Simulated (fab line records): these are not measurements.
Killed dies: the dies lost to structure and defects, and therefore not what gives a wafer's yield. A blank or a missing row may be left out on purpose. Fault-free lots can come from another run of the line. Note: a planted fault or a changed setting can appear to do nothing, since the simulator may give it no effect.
2 desks, one fault / flow sky130 / numbers are kept per desk, each desk with only its own; the story behind them comes last

== AT THE METROLOGY DESK ==
Means of the sampled wafers that have a number, per lot and without regard to the tool the lot ran on: this is what the gauges read. The brackets show how far a lot's mean lies from the usual mean; more than 4 standard deviations puts the lot out of limits, marked OUT.
Columns: A = CONTACT_HDPCVD_THK at SKY_CONTACT_THK_MEAS_03, usual 567 nm; B = cd-nm at SKY_CONTACT_CD_MEAS_14, usual 170.2 nm
lot=L524; first seen here=day 30 18:16; A=567; B=170.1
lot=L527; first seen here=day 31 19:58; A=557; B=169.7
lot=L528; first seen here=day 32 07:12; A=578; B=169.3
lot=L529; first seen here=day 32 14:02; A=577; B=168.6
lot=L531; first seen here=day 33 05:55; A=575; B=171.4
lot=L533; first seen here=day 34 04:35; A=537; B=168.3
lot=L534; first seen here=day 34 06:52; A=532 (-4.3) OUT; B=169.2
lot=L535; first seen here=day 34 15:11; A=538; B=169.7
lot=L542; first seen here=day 36 14:45; A=556; B=170.7
lot=L543; first seen here=day 36 19:42; A=560; B=170.9
lot=L545; first seen here=day 37 09:37; A=568; B=169.5
lot=L546; first seen here=day 37 17:20; A=557; B=171.7
This desk's result: L534 out of limits, first on L534 (CONTACT_HDPCVD_THK at SKY_CONTACT_THK_MEAS_03), day 34 06:52. L524, L527, L528, L529, L531, L533, L535, L542, L543, L545, L546 stayed within limits.

== FOR THE TOOL OWNER'S DESK: hdpcvd-01 ==
The tool's own readings at SKY_CONTACT_HDPCVD_02 (deposits SiO2, target thk 565 nm, time 94.2 s): means of the sampled wafers that have a number, for each lot that ran on this tool. The brackets show how far a lot's mean lies from the usual mean; more than 4 standard deviations puts the lot out of limits, marked OUT.
Columns: A = run-length-s at SKY_CONTACT_HDPCVD_02, usual 122.3 s; B = susceptor-temp-C at SKY_CONTACT_HDPCVD_02, usual 600.0 C
lot=L528; first seen here=day 32 07:08; A=122.0; B=600.0
lot=L529; first seen here=day 32 13:58; A=121.4; B=600.1
lot=L531; first seen here=day 33 05:51; A=122.2; B=599.9
lot=L533; first seen here=day 34 04:29; A=116.7 (-7.0) OUT; B=-
lot=L534; first seen here=day 34 06:47; A=116.5 (-7.2) OUT; B=-
lot=L535; first seen here=day 34 15:08; A=116.4 (-7.4) OUT; B=-
lot=L545; first seen here=day 37 09:32; A=121.9; B=600.1
lot=L546; first seen here=day 37 17:16; A=122.3; B=600.2
This desk's finding: out of limits on L533, L534, L535; first on L533, day 34 04:29 (run-length-s at SKY_CONTACT_HDPCVD_02). L528, L529, L531, L545, L546 stayed within limits.

== TAKEN TOGETHER ==
An alarm could have come from the tool owner's desk at day 34 04:29, on L533, L534, L535.
At day 34 06:52 the metrology desk could have sounded an alarm, on L534.
The metrology desk holds a record of L533, L535, inside its limits.
On hdpcvd-01, each named lot ran SKY_CONTACT_HDPCVD_02.

== WHAT WAS PUT IN BY THE SIMULATOR ==
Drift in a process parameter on hdpcvd-01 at SKY_CONTACT_HDPCVD_02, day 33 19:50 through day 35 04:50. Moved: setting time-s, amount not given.
Lots struck among those shown: L533, L534, L535.
Counting hours from when the fault started, the first reading out of limits came at 9 for the tool owner's desk and at 11 for the metrology desk.
